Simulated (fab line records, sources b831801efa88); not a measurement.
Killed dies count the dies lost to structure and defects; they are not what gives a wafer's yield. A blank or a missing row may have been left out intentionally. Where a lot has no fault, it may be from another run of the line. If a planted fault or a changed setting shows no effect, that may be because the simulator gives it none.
Matching of chambers | flow gf180mcu | GF_V3_CVD_02 on pecvd-02: 3 sister chambers
The step deposits SiO2 from TEOS, target thk 850 nm, time 94.851 s. 3 wafers are shown with their chamber, then 10 later ones without.

WAFERS, EACH WITH ITS CHAMBER
wafer  | chamber | heater power w (W)
L092.4 | 0       | 739
L094.1 | 1       | 727
L094.3 | 2       | 527

WAFERS WITH NO CHAMBER GIVEN
wafer  | heater power w (W)
L094.6 | 749
L095.3 | 700
L095.5 | 750
L095.6 | 751
L096.2 | 731
L096.3 | 455
L096.5 | 605
L097.1 | 564
L097.3 | 702
L097.5 | 722

CHAMBER TAKEN BY EACH
wafer  | from the rows above          | in truth
L094.6 | can't be placed: 0 or 1      | 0
L095.3 | can't be placed: 1 or 0      | 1
L095.5 | can't be placed: 0 or 1      | 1
L095.6 | can't be placed: 0 or 1      | 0
L096.2 | can't be placed: 1 or 0      | 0
L096.3 | 2                            | 2
L096.5 | can't be placed: 2 or 1 or 0 | 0
L097.1 | 2                            | 2
L097.3 | can't be placed: 1 or 0      | 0
L097.5 | can't be placed: 1 or 0      | 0
Correct placement for 2 of the 10. Can't be placed from these rows: 8 (the true chamber is among the candidates in 8). Number placed wrongly: 0.
How it was worked out, from the rows above alone: a wafer's distance from a chamber is the root of the sum, over the readings, of the square of ((its reading less the chamber's mean) divided by the reading's scatter). The wafer belongs to the nearest chamber; if the next one is less than 2 further off, it can't be placed. A chamber's mean is the mean of its shown wafers. The scatter (one wafer shown for each chamber): square how far every hidden wafer sits from the nearest shown wafer, average those squares and take the square root.
